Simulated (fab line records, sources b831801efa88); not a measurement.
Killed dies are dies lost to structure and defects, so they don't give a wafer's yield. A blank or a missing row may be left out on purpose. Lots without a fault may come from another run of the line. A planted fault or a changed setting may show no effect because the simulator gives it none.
Which tool did it? | flow gf180mcu | 24 lots, 72 wafers sampled, at 5 steps of a route of 602

WHAT THE GAUGES READ, wafer by wafer
GF_V5_THK_MEAS_01. Usual: V5_CVD_00_THK 299 nm, standard deviation 3.2.
lot  | measured     | on            | V5_CVD_00_THK (nm) | flag
L074 | day 26 16:22 | film_metro-04 | 292 297 295        |
L075 | day 27 02:09 | film_metro-02 | 300 300 297        |
L076 | day 27 05:42 | film_metro-02 | 300 295 296        |
L077 | day 27 14:22 | film_metro-03 | 299 296 302        |
L078 | day 27 19:30 | film_metro-02 | 299 298 300        |
L079 | day 28 04:22 | film_metro-03 | 302 305 303        |
L080 | day 28 10:05 | film_metro-02 | 300 298 299        |
L081 | day 28 14:52 | film_metro-04 | 295 297 297        |
L082 | day 29 02:03 | film_metro-03 | 300 298 299        |
L083 | day 29 07:53 | film_metro-04 | 307 304 301        |
L084 | day 29 12:57 | film_metro-02 | 302 300 301        |
L085 | day 29 22:26 | film_metro-04 | 294 299 299        |
L086 | day 30 02:27 | film_metro-02 | 305 302 303        |
L087 | day 30 13:14 | film_metro-04 | 303 304 300        |
L088 | day 30 19:07 | film_metro-02 | 303 301 297        |
L089 | day 30 21:23 | film_metro-02 | 304 299 305        |
L090 | day 31 03:35 | film_metro-03 | 297 302 295        |
L091 | day 31 11:45 | film_metro-03 | 294 299 301        |
L092 | day 31 14:15 | film_metro-04 | 304 301 300        |
L093 | day 32 01:48 | film_metro-03 | 303 299 300        |
L094 | day 32 03:34 | film_metro-02 | 305 306 306        |
L095 | day 32 08:56 | film_metro-03 | 296 300 298        |
L096 | day 32 15:05 | film_metro-02 | 295 302 301        |
L097 | day 32 21:08 | film_metro-03 | 301 300 298        |

WHICH TOOL RAN EACH LOT (tool, then ch and the chambers of the sampled wafers, then the start)
lot  | GF_V1_CVD_23                  | GF_V3_CMP_04                  | GF_V3_CVD_23                  | GF_V4_CMP_26
L074 | cvd_w-02 ch 0,1, day 18 12:49 | cmp-02 ch 1,2,3, day 21 18:13 | cvd_w-01 ch 0,1, day 22 18:56 | cmp-01 ch 0,3, day 24 19:38
L075 | cvd_w-02 ch 0,1, day 18 23:59 | cmp-02 ch 0,2,3, day 22 06:00 | cvd_w-02 ch 0,1, day 23 06:33 | cmp-01 ch 1,2,3, day 25 06:20
L076 | cvd_w-02 ch 0,1, day 19 03:27 | cmp-02 ch 0,1, day 22 10:41   | cvd_w-02 ch 0,1, day 23 11:02 | cmp-02 ch 0,1, day 25 10:32
L077 | cvd_w-01 ch 0,1, day 19 16:05 | cmp-02 ch 0,1,2, day 22 20:35 | cvd_w-02 ch 0,1, day 23 20:53 | cmp-01 ch 0,1, day 25 19:47
L078 | cvd_w-02 ch 0, day 19 21:41   | cmp-01 ch 0,3, day 23 02:01   | cvd_w-01 ch 0,1, day 24 02:29 | cmp-02 ch 2,3, day 26 00:53
L079 | cvd_w-02 ch 0,1, day 20 07:56 | cmp-02 ch 0,1,2, day 23 12:53 | cvd_w-01 ch 0,1, day 24 12:28 | cmp-02 ch 2,3, day 26 09:48
L080 | cvd_w-02 ch 0,1, day 20 14:52 | cmp-01 ch 0,1,2, day 23 18:31 | cvd_w-01 ch 0,1, day 24 18:03 | cmp-02 ch 1,3, day 26 16:20
L081 | cvd_w-01 ch 0,1, day 20 20:30 | cmp-02 ch 0,3, day 23 22:53   | cvd_w-01 ch 0,1, day 24 21:56 | cmp-02 ch 0,2,3, day 26 20:13
L082 | cvd_w-01 ch 0,1, day 21 11:26 | cmp-01 ch 0,3, day 24 13:53   | cvd_w-02 ch 0,1, day 25 12:52 | cmp-01 ch 0,2,3, day 27 09:41
L083 | cvd_w-01 ch 0,1, day 21 18:41 | cmp-02 ch 0,2,3, day 24 20:13 | cvd_w-01 ch 0,1, day 25 18:21 | cmp-02 ch 0,1,2, day 27 15:23
L084 | cvd_w-01 ch 0,1, day 21 23:44 | cmp-02 ch 1,2,3, day 25 00:22 | cvd_w-01 ch 0,1, day 25 22:44 | cmp-01 ch 0,2,3, day 27 19:38
L085 | cvd_w-01 ch 0,1, day 22 11:56 | cmp-02 ch 1,2,3, day 25 11:46 | cvd_w-02 ch 0,1, day 26 10:15 | cmp-01 ch 0,1, day 28 06:17
L086 | cvd_w-01 ch 0,1, day 22 15:55 | cmp-01 ch 2,3, day 25 15:58   | cvd_w-02 ch 0,1, day 26 14:07 | cmp-02 ch 0,3, day 28 10:19
L087 | cvd_w-01 ch 1, day 23 03:21   | cmp-01 ch 1,2, day 26 03:11   | cvd_w-01 ch 0, day 27 01:31   | cmp-01 ch 1,3, day 28 21:02
L088 | cvd_w-01 ch 0,1, day 23 11:22 | cmp-01 ch 0,1,3, day 26 10:22 | cvd_w-02 ch 0,1, day 27 08:02 | cmp-02 ch 0,1,3, day 29 03:11
L089 | cvd_w-02 ch 0,1, day 23 15:24 | cmp-02 ch 0,2,3, day 26 13:49 | cvd_w-02 ch 0,1, day 27 11:03 | cmp-01 ch 0,1,2, day 29 06:02
L090 | cvd_w-01 ch 0,1, day 24 00:07 | cmp-01 ch 1,2,3, day 26 20:58 | cvd_w-01 ch 0,1, day 27 18:47 | cmp-01 ch 1,2,3, day 29 12:51
L091 | cvd_w-01 ch 0, day 24 09:50   | cmp-02 ch 0,1,2, day 27 05:59 | cvd_w-01 ch 0,1, day 28 03:42 | cmp-02 ch 0,2,3, day 29 21:28
L092 | cvd_w-02 ch 0,1, day 24 14:58 | cmp-02 ch 1,2, day 27 10:46   | cvd_w-01 ch 0,1, day 28 07:32 | cmp-01 ch 0,1,2, day 30 01:11
L093 | cvd_w-01 ch 0, day 25 02:32   | cmp-01 ch 0,1,2, day 27 22:26 | cvd_w-01 ch 0,1, day 28 19:13 | cmp-02 ch 1,2,3, day 30 12:20
L094 | cvd_w-01 ch 0,1, day 25 06:59 | cmp-02 ch 0,1,3, day 28 02:11 | cvd_w-02 ch 0,1, day 28 23:05 | cmp-01 ch 0,1,3, day 30 16:05
L095 | cvd_w-02 ch 0,1, day 25 13:09 | cmp-01 ch 1,3, day 28 08:23   | cvd_w-02 ch 0,1, day 29 04:40 | cmp-02 ch 1,2,3, day 30 21:08
L096 | cvd_w-01 ch 0,1, day 25 20:25 | cmp-02 ch 0,2,3, day 28 14:59 | cvd_w-01 ch 0,1, day 29 11:42 | cmp-02 ch 0,1,2, day 31 03:35
L097 | cvd_w-01 ch 0,1, day 26 05:11 | cmp-01 ch 0,1,3, day 28 22:14 | cvd_w-02 ch 0,1, day 29 18:43 | cmp-02 ch 0,1,2, day 31 10:37
- GF_V1_CVD_23: deposits W, target thk 350 nm, time 105.05 s.
- GF_V3_CMP_04: polishes SiO2.
- GF_V3_CVD_23: deposits W, target thk 350 nm, time 104.9 s.
- GF_V4_CMP_26: polishes, stops on SiO2, t overpolish 15 s, target thk 0 nm.

WHAT THE TOOLS THEMSELVES READ (means of the sampled wafers that have a number; where no wafer has one, the mark that the record gives instead)
GF_V1_CVD_23. Usual: heater_power_w 842 W, standard deviation 73.
lot  | tool     | heater_power_w (W) | flag
L074 | cvd_w-02 | 875                |
L075 | cvd_w-02 | 927                |
L076 | cvd_w-02 | 881                |
L077 | cvd_w-01 | 800                |
L078 | cvd_w-02 | 828                |
L079 | cvd_w-02 | 878                |
L080 | cvd_w-02 | 925                |
L081 | cvd_w-01 | 818                |
L082 | cvd_w-01 | 813                |
L083 | cvd_w-01 | 790                |
L084 | cvd_w-01 | 793                |
L085 | cvd_w-01 | 801                |
L086 | cvd_w-01 | 795                |
L087 | cvd_w-01 | 768                |
L088 | cvd_w-01 | 790                |
L089 | cvd_w-02 | 890                |
L090 | cvd_w-01 | 793                |
L091 | cvd_w-01 | 838                |
L092 | cvd_w-02 | 866                |
L093 | cvd_w-01 | 845                |
L094 | cvd_w-01 | 821                |
L095 | cvd_w-02 | 942                |
L096 | cvd_w-01 | 806                |
L097 | cvd_w-01 | 797                |

GF_V3_CMP_04. Usual: motor_current_A 12.0 A, standard deviation 0.8; time_to_endpoint_s 81 s, standard deviation 5.3.
lot  | tool   | motor_current_A (A) | time_to_endpoint_s (s) | flag
L074 | cmp-02 | 11.9                | 82                     |
L075 | cmp-02 | 11.8                | 81                     |
L076 | cmp-02 | 11.8                | 74                     |
L077 | cmp-02 | 12.0                | 86                     |
L078 | cmp-01 | 12.1                | 78                     |
L079 | cmp-02 | 12.4                | 81                     |
L080 | cmp-01 | 12.0                | 86                     |
L081 | cmp-02 | 11.5                | 79                     |
L082 | cmp-01 | 11.4                | 83                     |
L083 | cmp-02 | 11.5                | 78                     |
L084 | cmp-02 | 12.1                | 85                     |
L085 | cmp-02 | 12.2                | 79                     |
L086 | cmp-01 | 13.2                | 82                     |
L087 | cmp-01 | 13.0                | 77                     |
L088 | cmp-01 | 11.6                | 84                     |
L089 | cmp-02 | 11.9                | 79                     |
L090 | cmp-01 | 12.3                | 78                     |
L091 | cmp-02 | 11.9                | 81                     |
L092 | cmp-02 | 12.6                | 82                     |
L093 | cmp-01 | 12.1                | 76                     |
L094 | cmp-02 | 11.6                | 84                     |
L095 | cmp-01 | 12.5                | 72                     |
L096 | cmp-02 | 11.6                | 79                     |
L097 | cmp-01 | 12.3                | 81                     |

GF_V3_CVD_23. Usual: heater_power_w 856 W, standard deviation 79.
lot  | tool     | heater_power_w (W) | flag
L074 | cvd_w-01 | 800                |
L075 | cvd_w-02 | 882                |
L076 | cvd_w-02 | 939                |
L077 | cvd_w-02 | 932                |
L078 | cvd_w-01 | 785                |
L079 | cvd_w-01 | 807                |
L080 | cvd_w-01 | 827                |
L081 | cvd_w-01 | 800                |
L082 | cvd_w-02 | 886                |
L083 | cvd_w-01 | 799                |
L084 | cvd_w-01 | 819                |
L085 | cvd_w-02 | 951                |
L086 | cvd_w-02 | 889                |
L087 | cvd_w-01 | 839                |
L088 | cvd_w-02 | 944                |
L089 | cvd_w-02 | 933                |
L090 | cvd_w-01 | 809                |
L091 | cvd_w-01 | 825                |
L092 | cvd_w-01 | 824                |
L093 | cvd_w-01 | 793                |
L094 | cvd_w-02 | 885                |
L095 | cvd_w-02 | 892                |
L096 | cvd_w-01 | 801                |
L097 | cvd_w-02 | 878                |

GF_V4_CMP_26. Usual: motor_current_A 11.1 A, standard deviation 0.8; overpolish_run_s 15.002 s, standard deviation 0.01; time_to_endpoint_s 87 s, standard deviation 4.1.
lot  | tool   | motor_current_A (A) | overpolish_run_s (s) | time_to_endpoint_s (s) | flag
L074 | cmp-01 | 11.1                | 15.008               | 87                     |
L075 | cmp-01 | 11.8                | 15.003               | 87                     |
L076 | cmp-02 | 10.9                | 14.991               | 87                     |
L077 | cmp-01 | 10.4                | 15.001               | 84                     |
L078 | cmp-02 | 10.7                | 14.992               | 88                     |
L079 | cmp-02 | 11.1                | 14.998               | 92                     |
L080 | cmp-02 | 11.1                | 15.005               | 85                     |
L081 | cmp-02 | 10.4                | 15.002               | 87                     |
L082 | cmp-01 | 11.1                | 15.008               | 87                     |
L083 | cmp-02 | 11.1                | 15.005               | 95                     |
L084 | cmp-01 | 11.5                | 15.010               | 88                     |
L085 | cmp-01 | 10.2                | 14.998               | 82                     |
L086 | cmp-02 | 10.5                | 14.999               | 86                     |
L087 | cmp-01 | 11.3                | 14.991               | 87                     |
L088 | cmp-02 | 10.9                | 15.013               | 87                     |
L089 | cmp-01 | 11.0                | 15.012               | 87                     |
L090 | cmp-01 | 11.5                | 14.999               | 85                     |
L091 | cmp-02 | 10.9                | 15.005               | 91                     |
L092 | cmp-01 | 10.6                | 15.005               | 83                     |
L093 | cmp-02 | 11.1                | 15.004               | 87                     |
L094 | cmp-01 | 10.5                | 14.998               | 84                     |
L095 | cmp-02 | 10.9                | 14.998               | 83                     |
L096 | cmp-02 | 10.5                | 14.995               | 86                     |
L097 | cmp-02 | 11.1                | 15.000               | 88                     |

THE ANSWER, worked out from the rows above alone
Rule: a lot is off if the mean of its wafers that have a number lies more than 3 standard deviations from the usual mean. A lot without any number at a reading at which 4 lots or more have one is off too. The other lots that the step has rows for count as sound. The gauges are gone through in route order, then the tools' own readings, and for those a lot's mean is taken as printed above. The first step at which some lot is off is used, and at that step the reading that is off furthest; a lot without a number counts as furthest.
No lot is off at any reading shown: from this, nothing can be told.

WHAT THE SIMULATOR HAD PUT IN
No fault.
